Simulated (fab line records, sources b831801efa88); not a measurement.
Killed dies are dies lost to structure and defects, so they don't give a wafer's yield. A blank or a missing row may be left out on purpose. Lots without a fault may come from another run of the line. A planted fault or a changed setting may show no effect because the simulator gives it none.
fab line records | flow gf180mcu
record lots=5 wafers=15 last_day=33
route steps=602 shown DNWELL@41 NWELL@42 LVPWELL@54 MVSD@66
lots that met no fault: from a run of the same line without faults
start_h: hours from the record's first day to the start of the lot's first wafer shown | wait_h: hours since the lot's step before | " the same as in the row above | L1.1+2: a row that stands for several wafers | - no value, or no start given | * or withheld: withheld | < > ~ a bound
route shown NAME@n: a module of which the file shows steps, and the number in the route of the first | usual: mean/standard deviation of fault-free wafers | same: alike in all rows | chamber/n: place in a boat | sites: the reading at each site | _std_site: their standard deviation | _edge_site: outer sites' mean less inner sites' | radius_mm: how far each site lies from the wafer's centre | mask NAME#n: copy n | behind: the tool/chamber that last shaped the wafer | hold: why the lot was held/for how many hours/how that ended | device: the transistor (n, p or np) that didn't switch | end of line: the same wafers' tests at the end of the route | a step without rows: its recipe alone | killed: dies lost to structure and defects at the first sort, not the wafer's yield | map: a wafer's dies, x killed, . not, _ none there
set.NAME: the setting as run; set.NAME@STEP: as run at that earlier step | model.NAME: the simulator's own value behind a step, which no gauge read
lots at some steps of the route; a table a step, a row a wafer
services: from which hour (start_h, from the record's first day; less than 0 if before it) a tool's chamber was out of use, for how many hours, and why
## steps
# step GF_DNWELL_TW_MEAS_09
# usual DNWELL_TW=1337/18
# columns lot.wafer tool chamber start_h wait_h DNWELL_TW
L077.3 film_metro-03 - 59.56 0.1 1351
L077.4 " - " " 1350
L077.6 " - " " 1343
L078.3 film_metro-04 - 63.75 0.1 1336
L078.4 " - " " 1348
L078.5 " - " " 1341
L087.1 film_metro-03 - 114.65 0.1 1372
L087.4 " - " " 1370
L087.5 " - " " 1370
L091.1 film_metro-04 - 133.75 0.1 1338
L091.4 " - " " 1342
L091.5 " - " " 1334
L092.2 film_metro-01 - 137.16 0.1 1314
L092.4 " - " " 1319
L092.6 " - " " 1317
# step GF_NWELL_DEHYDRATE_00
# recipe temp_c=200 time_s=60
# columns lot.wafer tool chamber start_h wait_h
L077.3+4+6 litho_track-03 0 65.45 5.9
L078.3+4+5 litho_track-04 0 69.58 5.8
L087.1+4+5 litho_track-02 0 121.98 7.3
L091.1+4+5 litho_track-02 0 140.63 6.9
L092.2+4+6 litho_track-02 0 144.35 7.2
# step GF_NWELL_HMDS_01
# recipe prime_time_s=60 prime_temp_c=120
# usual prime_temp_c=120.00/0.13
# columns lot.wafer tool chamber start_h wait_h prime_temp_c
L077.3 litho_track-03 0 65.60 0.1 119.90
L077.4 " 0 " " 119.83
L077.6 " 0 " " 119.68
L078.3 litho_track-04 0 69.73 0.1 119.93
L078.4 " 0 " " 119.92
L078.5 " 0 " " 120.10
L087.1 litho_track-02 0 122.13 0.1 119.86
L087.4 " 0 " " 120.11
L087.5 " 0 " " 119.96
L091.1 litho_track-02 0 140.78 0.1 120.07
L091.4 " 0 " " 120.01
L091.5 " 0 " " 119.95
L092.2 litho_track-02 0 144.50 0.1 120.16
L092.4 " 0 " " 120.18
L092.6 " 0 " " 120.17
# step GF_NWELL_COAT_02
# recipe spin_rpm=2000 resist_thk_nm=3000
# columns lot.wafer tool chamber start_h wait_h
L077.3+4+6 litho_track-03 0 65.75 0.1
L078.3+4+5 litho_track-04 0 69.88 0.1
L087.1+4+5 litho_track-02 0 122.28 0.1
L091.1+4+5 litho_track-02 0 140.93 0.1
L092.2+4+6 litho_track-02 0 144.65 0.1
# step GF_NWELL_SOFTBAKE_03
# recipe temp_c=110 time_s=withheld
# columns lot.wafer tool chamber start_h wait_h
L077.3+4+6 litho_track-03 0 65.92 0.1
L078.3+4+5 litho_track-04 0 70.05 0.1
L087.1+4+5 litho_track-02 0 122.43 0.1
L091.1+4+5 litho_track-02 0 141.08 0.1
L092.2+4+6 litho_track-02 0 144.81 0.1
# step GF_NWELL_EXPOSE_04
# recipe mask_id=Nwell target_cd_nm=860 na=0.6 source_shape=conventional sigma_outer=0.6 dose_mj=260
# usual exposure_dose_mJ_cm2=259.98/0.26
# same sigma_outer=0.6
# columns lot.wafer tool chamber start_h wait_h mask exposure_dose_mJ_cm2
L077.3 iline_stepper-02 0 - - Nwell#0 260.33
L077.4 " 0 " " Nwell#0 260.20
L077.6 " 0 " " Nwell#0 260.25
L078.3 iline_stepper-02 0 - - Nwell#0 259.97
L078.4 " 0 " " Nwell#0 259.97
L078.5 " 0 " " Nwell#0 259.52
L087.1 iline_stepper-01 0 - - Nwell#0 260.13
L087.4 " 0 " " Nwell#0 259.81
L087.5 " 0 " " Nwell#0 259.91
L091.1 iline_stepper-02 0 - - Nwell#0 260.58
L091.4 " 0 " " Nwell#0 260.17
L091.5 " 0 " " Nwell#0 260.13
L092.2 iline_stepper-02 0 - - Nwell#0 259.98
L092.4 " 0 " " Nwell#0 259.78
L092.6 " 0 " " Nwell#0 259.94
# step GF_NWELL_PEB_05
# recipe temp_c=115 time_s=withheld
# columns lot.wafer tool chamber start_h wait_h
L077.3+4+6 litho_track-03 0 - -
L078.3+4+5 litho_track-04 0 - -
L087.1+4+5 litho_track-02 0 - -
L091.1+4+5 litho_track-04 0 - -
L092.2+4+6 litho_track-02 0 - -
# step GF_NWELL_DEVELOP_06
# recipe wall_angle_deg=90 develop_time_s=60 dev_temp_c=23
# columns lot.wafer tool chamber start_h wait_h
L077.3+4+6 litho_track-03 0 - -
L078.3+4+5 litho_track-04 0 - -
L087.1+4+5 litho_track-02 0 - -
L091.1+4+5 litho_track-04 0 - -
L092.2+4+6 litho_track-02 0 - -
# step GF_NWELL_OVL_MEAS_07
# usual NWELL_OVL=-0.6/1.4
# columns lot.wafer tool chamber start_h wait_h NWELL_OVL[nm]
L077.3 overlay-02 - 72.96 - -2.4
L077.4 " - " " -0.8
L077.6 " - " " -1.2
L078.3 overlay-02 - 76.69 - 2.1
L078.4 " - " " 0.1
L078.5 " - " " 1.2
L087.1 overlay-02 - 129.78 - -0.7
L087.4 " - " " -0.2
L087.5 " - " " -1.6
L091.1 overlay-02 - 148.43 - -2.3
L091.4 " - " " -2.5
L091.5 " - " " -2.6
L092.2 overlay-01 - 152.98 - 1.0
L092.4 " - " " -0.2
L092.6 " - " " -0.8
# step GF_NWELL_IMPLANT_08
# recipe species=P energy_kev=450 dose_cm2=1.5e+13 tilt_deg=0
# columns lot.wafer tool chamber start_h wait_h
L077.3+4+6 implanter-01 0 73.04 0.1
L078.3+4+5 implanter-04 0 76.77 0.1
L087.1+4+5 implanter-02 0 129.81 0.0
L091.1+4+5 implanter-02 0 148.47 0.0
L092.2+4+6 implanter-04 0 153.04 0.0
# step GF_NWELL_IMPLANT_09
# recipe species=P energy_kev=160 dose_cm2=4e+12 tilt_deg=0
# columns lot.wafer tool chamber start_h wait_h
L077.3+4+6 implanter-01 0 73.19 0.1
L078.3+4+5 implanter-04 0 76.92 0.1
L087.1+4+5 implanter-02 0 129.96 0.1
L091.1+4+5 implanter-02 0 148.62 0.1
L092.2+4+6 implanter-04 0 153.19 0.1
# step GF_NWELL_STRIP_10
# recipe chemistry=O2/N2 power_w=1400 pressure_mtorr=1500 platen_temp_c=250 o2_flow_sccm=3000 n2_flow_sccm=300 overash_fraction=0.5
# usual drypump_motor_current_A=6.0/0.52 heater_power_w=355/42 oes_product_au=0.722/0.0046 platen_temp_c=250.03/0.2 strip_time_to_endpoint_s=36.99/0.1
# columns lot.wafer tool chamber start_h wait_h drypump_motor_current_A heater_power_w oes_product_au platen_temp_c rf_hours_counter_h strip_time_to_endpoint_s
L077.3 plasma_asher-04 1 73.32 0.1 5.1 362 0.719 250.28 - 37.15
L077.4 " 0 " " 5.9 405 0.721 249.89 - 37.05
L077.6 " 0 " " 5.9 397 0.720 250.07 - 37.08
L078.3 plasma_asher-04 1 77.05 0.1 5.1 361 0.721 249.88 - 36.74
L078.4 " 0 " " 5.9 410 0.720 250.06 - 36.77
L078.5 " 0 " " 5.9 393 0.721 250.33 - 36.91
L087.1 plasma_asher-01 1 130.11 0.1 6.6 320 0.717 249.95 49 37.08
L087.4 " 0 " " 5.9 321 0.715 249.90 - 37.07
L087.5 " 0 " " 5.9 308 0.726 250.49 - 37.22
L091.1 plasma_asher-04 0 148.77 0.1 5.9 405 0.722 250.19 51 37.07
L091.4 " 0 " " 5.9 403 0.728 249.84 - 37.04
L091.5 " 0 " " 5.9 395 0.722 250.15 - 37.03
L092.2 plasma_asher-01 0 153.31 0.1 5.9 306 0.722 250.08 52 36.94
L092.4 " 0 " " 5.9 309 0.715 249.97 - 37.00
L092.6 " 0 " " 5.9 307 0.725 249.92 - 37.01
# step GF_NWELL_TW_MEAS_11
# usual NWELL_TW=1566/17
# columns lot.wafer tool chamber start_h wait_h NWELL_TW
L077.3 film_metro-02 - 73.41 0.1 1590
L077.4 " - " " 1592
L077.6 " - " " 1585
L078.3 film_metro-02 - 77.14 0.1 1585
L078.4 " - " " 1576
L078.5 " - " " 1594
L087.1 film_metro-02 - 130.21 0.1 1579
L087.4 " - " " 1576
L087.5 " - " " 1577
L091.1 film_metro-04 - 148.87 0.1 1559
L091.4 " - " " 1559
L091.5 " - " " 1561
L092.2 film_metro-01 - 153.42 0.1 1540
L092.4 " - " " 1545
L092.6 " - " " 1542
# step GF_LVPWELL_DEHYDRATE_00
# recipe temp_c=200 time_s=60
# columns lot.wafer tool chamber start_h wait_h
L077.3+4+6 litho_track-04 0 79.48 6.1
L078.3+4+5 litho_track-01 0 82.64 5.5
L087.1+4+5 litho_track-04 0 136.58 6.4
L091.1+4+5 litho_track-03 0 156.05 7.2
L092.2+4+6 litho_track-04 0 160.56 7.1
# step GF_LVPWELL_HMDS_01
# recipe prime_time_s=60 prime_temp_c=120
# usual prime_temp_c=120.02/0.14
# columns lot.wafer tool chamber start_h wait_h prime_temp_c
L077.3 litho_track-04 0 79.63 0.1 120.01
L077.4 " 0 " " 119.80
L077.6 " 0 " " 120.07
L078.3 litho_track-01 0 82.79 0.1 120.14
L078.4 " 0 " " 120.09
L078.5 " 0 " " 120.11
L087.1 litho_track-04 0 136.73 0.1 119.96
L087.4 " 0 " " 120.16
L087.5 " 0 " " 120.03
L091.1 litho_track-03 0 156.20 0.1 120.18
L091.4 " 0 " " 119.96
L091.5 " 0 " " 120.00
L092.2 litho_track-04 0 160.71 0.1 119.83
L092.4 " 0 " " 120.00
L092.6 " 0 " " 120.11
# step GF_LVPWELL_COAT_02
# recipe spin_rpm=2000 resist_thk_nm=3000
# columns lot.wafer tool chamber start_h wait_h
L077.3+4+6 litho_track-04 0 79.78 0.1
L078.3+4+5 litho_track-01 0 82.94 0.1
L087.1+4+5 litho_track-04 0 136.88 0.1
L091.1+4+5 litho_track-03 0 156.35 0.1
L092.2+4+6 litho_track-04 0 160.86 0.1
# step GF_LVPWELL_SOFTBAKE_03
# recipe temp_c=110 time_s=withheld
# columns lot.wafer tool chamber start_h wait_h
L077.3+4+6 litho_track-04 0 79.95 0.1
L078.3+4+5 litho_track-01 0 83.11 0.1
L087.1+4+5 litho_track-04 0 137.03 0.1
L091.1+4+5 litho_track-03 0 156.50 0.1
L092.2+4+6 litho_track-04 0 161.01 0.1
# step GF_LVPWELL_EXPOSE_04
# recipe mask_id=LVPWELL target_cd_nm=600 na=0.6 source_shape=conventional sigma_outer=0.6 dose_mj=260
# usual exposure_dose_mJ_cm2=259.99/0.23
# same sigma_outer=0.6
# columns lot.wafer tool chamber start_h wait_h mask exposure_dose_mJ_cm2
L077.3 iline_stepper-01 0 - - LVPWELL#0 259.96
L077.4 " 0 " " LVPWELL#0 259.99
L077.6 " 0 " " LVPWELL#0 259.71
L078.3 iline_stepper-02 0 - - LVPWELL#0 259.93
L078.4 " 0 " " LVPWELL#0 259.90
L078.5 " 0 " " LVPWELL#0 260.08
L087.1 iline_stepper-01 0 - - LVPWELL#0 260.22
L087.4 " 0 " " LVPWELL#0 260.14
L087.5 " 0 " " LVPWELL#0 260.40
L091.1 iline_stepper-01 0 - - LVPWELL#0 260.11
L091.4 " 0 " " LVPWELL#0 259.96
L091.5 " 0 " " LVPWELL#0 260.08
L092.2 iline_stepper-01 0 - - LVPWELL#0 259.45
L092.4 " 0 " " LVPWELL#0 259.95
L092.6 " 0 " " LVPWELL#0 259.99
# step GF_LVPWELL_PEB_05
# recipe temp_c=115 time_s=withheld
# columns lot.wafer tool chamber start_h wait_h
L077.3+4+6 litho_track-04 0 - -
L078.3+4+5 litho_track-01 0 - -
L087.1+4+5 litho_track-04 0 - -
L091.1+4+5 litho_track-03 0 - -
L092.2+4+6 litho_track-01 0 - -
# step GF_LVPWELL_DEVELOP_06
# recipe wall_angle_deg=90 develop_time_s=60 dev_temp_c=23
# columns lot.wafer tool chamber start_h wait_h
L077.3+4+6 litho_track-04 0 - -
L078.3+4+5 litho_track-01 0 - -
L087.1+4+5 litho_track-04 0 - -
L091.1+4+5 litho_track-03 0 - -
L092.2+4+6 litho_track-01 0 - -
# step GF_LVPWELL_OVL_MEAS_07
# usual LVPWELL_OVL=-0.8/1.4
# columns lot.wafer tool chamber start_h wait_h LVPWELL_OVL[nm]
L077.3 overlay-02 - 86.04 - 0.5
L077.4 " - " " 0.5
L077.6 " - " " -2.5
L078.3 overlay-01 - 90.51 - 1.0
L078.4 " - " " -0.1
L078.5 " - " " 0.7
L087.1 overlay-02 - 144.83 - 1.3
L087.4 " - " " 2.4
L087.5 " - " " 0.6
L091.1 overlay-02 - 164.20 - 1.4
L091.4 " - " " 2.2
L091.5 " - " " 2.0
L092.2 overlay-01 - 169.15 - 1.2
L092.4 " - " " -0.7
L092.6 " - " " -1.1
# step GF_LVPWELL_IMPLANT_08
# recipe species=B energy_kev=170 dose_cm2=1.5e+13 tilt_deg=0
# columns lot.wafer tool chamber start_h wait_h
L077.3+4+6 implanter-03 0 86.12 0.1
L078.3+4+5 implanter-02 0 90.58 0.1
L087.1+4+5 implanter-02 0 144.87 0.0
L091.1+4+5 implanter-04 0 164.23 0.0
L092.2+4+6 implanter-03 0 169.20 0.0
# step GF_LVPWELL_IMPLANT_09
# recipe species=B energy_kev=60 dose_cm2=5e+12 tilt_deg=0
# columns lot.wafer tool chamber start_h wait_h
L077.3+4+6 implanter-03 0 86.27 0.1
L078.3+4+5 implanter-02 0 90.73 0.1
L087.1+4+5 implanter-02 0 145.02 0.1
L091.1+4+5 implanter-04 0 164.38 0.1
L092.2+4+6 implanter-03 0 169.35 0.1
# step GF_LVPWELL_STRIP_10
# recipe chemistry=O2/N2 power_w=1400 pressure_mtorr=1500 platen_temp_c=250 o2_flow_sccm=3000 n2_flow_sccm=300 overash_fraction=0.5
# usual drypump_motor_current_A=5.8/0.56 heater_power_w=353/43 oes_product_au=0.723/0.0044 platen_temp_c=249.99/0.19 strip_time_to_endpoint_s=36.99/0.13
# columns lot.wafer tool chamber start_h wait_h drypump_motor_current_A heater_power_w oes_product_au platen_temp_c rf_hours_counter_h strip_time_to_endpoint_s
L077.3 plasma_asher-04 1 86.40 0.1 5.1 354 0.725 249.93 - 36.90
L077.4 " 0 " " 5.9 399 0.726 249.64 - 36.82
L077.6 " 0 " " 5.9 400 0.725 249.82 - 36.87
L078.3 plasma_asher-02 1 90.86 0.1 6.6 309 0.720 249.95 - 36.81
L078.4 " 0 " " 5.9 438 0.728 250.04 - 36.99
L078.5 " 0 " " 5.9 437 0.728 250.13 - 36.91
L087.1 plasma_asher-04 0 145.17 0.1 5.9 400 0.724 249.98 50 37.03
L087.4 " 0 " " 5.9 400 0.725 250.27 - 37.06
L087.5 " 0 " " 5.8 399 0.724 250.32 - 37.08
L091.1 plasma_asher-03 0 164.53 0.1 5.0 323 0.721 250.17 34 37.02
L091.4 " 0 " " 4.9 305 0.722 249.85 - 37.03
L091.5 " 0 " " 5.0 318 0.728 249.89 - 36.97
L092.2 plasma_asher-03 0 169.48 0.1 5.0 317 0.722 249.95 35 37.09
L092.4 " 0 " " 5.0 319 0.723 250.08 - 37.08
L092.6 " 0 " " 5.0 316 0.725 250.16 - 37.06
# step GF_LVPWELL_TW_MEAS_11
# usual LVPWELL_TW=554/6.3
# columns lot.wafer tool chamber start_h wait_h LVPWELL_TW
L077.3 film_metro-04 - 86.49 0.1 556
L077.4 " - " " 559
L077.6 " - " " 556
L078.3 film_metro-02 - 90.95 0.1 564
L078.4 " - " " 563
L078.5 " - " " 564
L087.1 film_metro-01 - 145.27 0.1 545
L087.4 " - " " 549
L087.5 " - " " 545
L091.1 film_metro-02 - 164.63 0.1 561
L091.4 " - " " 563
L091.5 " - " " 563
L092.2 film_metro-04 - 169.59 0.1 552
L092.4 " - " " 550
L092.6 " - " " 554
# step GF_MVSD_DEHYDRATE_00
# recipe temp_c=200 time_s=60
# columns lot.wafer tool chamber start_h wait_h
L077.3+4+6 litho_track-04 0 92.98 6.5
L078.3+4+5 litho_track-02 0 96.73 5.8
L087.1+4+5 litho_track-01 0 152.89 7.6
L091.1+4+5 litho_track-04 0 172.28 7.6
L092.2+4+6 litho_track-01 0 177.42 7.8
# step GF_MVSD_HMDS_01
# recipe prime_time_s=60 prime_temp_c=120
# usual prime_temp_c=120.02/0.15
# columns lot.wafer tool chamber start_h wait_h prime_temp_c
L077.3 litho_track-04 0 93.13 0.1 120.26
L077.4 " 0 " " 120.21
L077.6 " 0 " " 120.06
L078.3 litho_track-02 0 96.88 0.1 119.98
L078.4 " 0 " " 119.92
L078.5 " 0 " " 119.76
L087.1 litho_track-01 0 153.04 0.1 120.16
L087.4 " 0 " " 119.85
L087.5 " 0 " " 119.93
L091.1 litho_track-04 0 172.43 0.1 120.21
L091.4 " 0 " " 120.30
L091.5 " 0 " " 120.26
L092.2 litho_track-01 0 177.57 0.1 119.92
L092.4 " 0 " " 119.85
L092.6 " 0 " " 120.09
# step GF_MVSD_COAT_02
# recipe spin_rpm=2000 resist_thk_nm=3000
# columns lot.wafer tool chamber start_h wait_h
L077.3+4+6 litho_track-04 0 93.28 0.1
L078.3+4+5 litho_track-02 0 97.03 0.1
L087.1+4+5 litho_track-01 0 153.19 0.1
L091.1+4+5 litho_track-04 0 172.58 0.1
L092.2+4+6 litho_track-01 0 177.72 0.1
# step GF_MVSD_SOFTBAKE_03
# recipe temp_c=110 time_s=withheld
# columns lot.wafer tool chamber start_h wait_h
L077.3+4+6 litho_track-04 0 93.45 0.1
L078.3+4+5 litho_track-02 0 97.19 0.1
L087.1+4+5 litho_track-01 0 153.34 0.1
L091.1+4+5 litho_track-04 0 172.73 0.1
L092.2+4+6 litho_track-01 0 177.88 0.1
# step GF_MVSD_EXPOSE_04
# recipe mask_id=MVSD target_cd_nm=1000 na=0.6 source_shape=conventional sigma_outer=0.6 dose_mj=260
# usual exposure_dose_mJ_cm2=259.96/0.27
# same sigma_outer=0.6
# columns lot.wafer tool chamber start_h wait_h mask exposure_dose_mJ_cm2
L077.3 iline_stepper-02 0 - - MVSD#0 260.00
L077.4 " 0 " " MVSD#0 260.24
L077.6 " 0 " " MVSD#0 259.83
L078.3 iline_stepper-01 0 - - MVSD#0 260.27
L078.4 " 0 " " MVSD#0 260.18
L078.5 " 0 " " MVSD#0 259.89
L087.1 iline_stepper-02 0 - - MVSD#0 259.80
L087.4 " 0 " " MVSD#0 260.30
L087.5 " 0 " " MVSD#0 260.17
L091.1 iline_stepper-01 0 - - MVSD#0 260.28
L091.4 " 0 " " MVSD#0 259.81
L091.5 " 0 " " MVSD#0 259.74
L092.2 iline_stepper-02 0 - - MVSD#0 260.01
L092.4 " 0 " " MVSD#0 259.86
L092.6 " 0 " " MVSD#0 260.06
# step GF_MVSD_PEB_05
# recipe temp_c=115 time_s=withheld
# columns lot.wafer tool chamber start_h wait_h
L077.3+4+6 litho_track-01 0 - -
L078.3+4+5 litho_track-01 0 - -
L087.1+4+5 litho_track-04 0 - -
L091.1+4+5 litho_track-01 0 - -
L092.2+4+6 litho_track-01 0 - -
# step GF_MVSD_DEVELOP_06
# recipe wall_angle_deg=90 develop_time_s=60 dev_temp_c=23
# columns lot.wafer tool chamber start_h wait_h
L077.3+4+6 litho_track-01 0 - -
L078.3+4+5 litho_track-01 0 - -
L087.1+4+5 litho_track-04 0 - -
L091.1+4+5 litho_track-01 0 - -
L092.2+4+6 litho_track-01 0 - -
# step GF_MVSD_OVL_MEAS_07
# usual MVSD_OVL=-0.1/1.2
# columns lot.wafer tool chamber start_h wait_h MVSD_OVL[nm]
L077.3 overlay-01 - 100.01 - -0.9
L077.4 " - " " 0.5
L077.6 " - " " 0.2
L078.3 overlay-01 - 104.46 - 0.5
L078.4 " - " " -1.5
L078.5 " - " " -2.6
L087.1 overlay-01 - 161.53 - -1.1
L087.4 " - " " -0.4
L087.5 " - " " -1.7
L091.1 overlay-01 - 180.84 - -0.3
L091.4 " - " " 0.9
L091.5 " - " " -1.3
L092.2 overlay-02 - 185.75 - 0.2
L092.4 " - " " -1.6
L092.6 " - " " -0.5
## services
# columns tool chamber start_h hours kind
plasma_asher-03 - 48.08 8.8 repair
plasma_asher-02 - 57.45 3.6 repair
implanter-04 - 83.22 11.9 repair
iline_stepper-02 0 97.49 - calibration
implanter-01 - 97.70 1.3 repair
plasma_asher-01 - 102.64 3.9 repair
plasma_asher-02 - 106.85 0.8 repair
plasma_asher-02 - 108.75 9.0 pm
plasma_asher-02 0 108.75 9.0 vent_cycle
implanter-04 - 109.70 2.7 repair
iline_stepper-02 - 115.29 8.9 pm
implanter-01 - 119.85 1.6 repair
iline_stepper-02 - 124.18 1.7 pm
implanter-02 - 124.43 3.9 repair
implanter-01 - 127.17 3.7 repair
plasma_asher-03 - 132.71 2.1 repair
implanter-04 - 134.66 7.1 pm
litho_track-02 - 134.73 - consumable_replace:filter
iline_stepper-01 - 138.57 1.3 repair
iline_stepper-01 - 139.86 1.7 pm
implanter-03 - 145.06 0.8 repair
litho_track-04 - 148.10 - consumable_replace:filter
implanter-02 - 153.24 3.9 pm
implanter-01 - 178.60 2.7 repair
## key
fault none
